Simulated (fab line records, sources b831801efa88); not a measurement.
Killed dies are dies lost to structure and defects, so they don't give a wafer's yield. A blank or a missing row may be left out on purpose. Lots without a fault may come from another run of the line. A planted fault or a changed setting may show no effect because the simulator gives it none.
A struck lot beside a sound one | flow gf180mcu | 15 steps out of a route of 602
Sound: wafers L958.2, L958.3, L958.6. Struck: wafers L948.1, L948.2, L948.5. The cause comes at the end.
At each step with rows: each side's tool, then ch and its chambers, then its first start. Under that, the readings that differ: sound wafers | struck wafers | difference of the means | sigmas: that difference in standard deviations of wafers without a fault.
alike: readings whose means differ by less than 2 such deviations, and words and numbers that are the same on both sides. not compared: withheld readings, readings that some wafer has no value for, bounds like >300 that may hide the same value, and numbers for which the record gives no deviation and whose values overlap.
The two part at a step that has a row with sigmas, a row that says differs or no value, or rows on one side only. Numbers that don't overlap but have no deviation are shown without sigmas and don't part them. A reading that every wafer of one side lacks parts them only if that side has two wafers or more.

GF_LVPWELL_STRIP_10: strips in O2/N2.
  sound on plasma_asher-04 ch 1, day 7 19:16; struck on plasma_asher-03 ch 0,1, day 5 11:56
  alike: drypump_motor_current_A, heater_power_w, oes_product_au, overash_fraction, strip_time_to_endpoint_s
  not compared: rf_hours_counter_h
GF_LVPWELL_TW_MEAS_11:
  sound on film_metro-01, day 7 19:22; struck on film_metro-04, day 5 12:02
  alike: LVPWELL_TW
then, 7 steps without rows for these wafers: GF_MVSD_DEHYDRATE_00 (time 60 s); GF_MVSD_HMDS_01 (prime time 60 s); GF_MVSD_COAT_02 (resist thk 3000 nm); GF_MVSD_SOFTBAKE_03; GF_MVSD_EXPOSE_04 (exposes mask MVSD, target cd 1000 nm); GF_MVSD_PEB_05; GF_MVSD_DEVELOP_06 (develop time 60 s).
GF_MVSD_OVL_MEAS_07:
  sound on overlay-01, day 8 11:34; struck on overlay-02, day 6 02:08
  reading       | sound          | struck      | difference | sigmas
  MVSD_OVL (nm) | -0.6 -2.6 -0.6 | 2.0 2.3 1.7 | +3.3       | +2
then, 2 steps without rows for these wafers: GF_MVSD_IMPLANT_08; GF_MVSD_IMPLANT_09.
GF_MVSD_STRIP_10: strips in O2/N2.
  sound on plasma_asher-02 ch 0,1, day 8 11:54; struck on plasma_asher-01 ch 0,1, day 6 02:28
  reading               | sound             | struck            | difference | sigmas
  oes_product_au (a.u.) | 0.722 0.722 0.723 | 0.792 0.800 0.789 | +0.071     | +17
  overash_fraction      | 0.5 0.5 0.5       | 0.3 0.3 0.3       | -0.2       |
  alike: drypump_motor_current_A, heater_power_w, strip_time_to_endpoint_s
  not compared: rf_hours_counter_h
GF_MVSD_TW_MEAS_11:
  sound on film_metro-01, day 8 12:01; struck on film_metro-03, day 6 02:34
  reading | sound          | struck         | difference | sigmas
  MVSD_TW | 1575 1580 1574 | 1546 1555 1544 | -28        | -2
-- the record jumps here: 25 days lie between the struck wafers' starts before and after (it left off in module MVSD and takes up again in module PASSIVATION, whose first step shown is number 602 of the route) --
GF_PASSIVATION_PROBE_99:
  the record has rows for the struck wafers here (prober-01, day 31 04:16) and none for the sound ones

WHERE THEY PART
First at GF_MVSD_OVL_MEAS_07; last, within this record, at GF_PASSIVATION_PROBE_99.

WHY: what the simulator had put in
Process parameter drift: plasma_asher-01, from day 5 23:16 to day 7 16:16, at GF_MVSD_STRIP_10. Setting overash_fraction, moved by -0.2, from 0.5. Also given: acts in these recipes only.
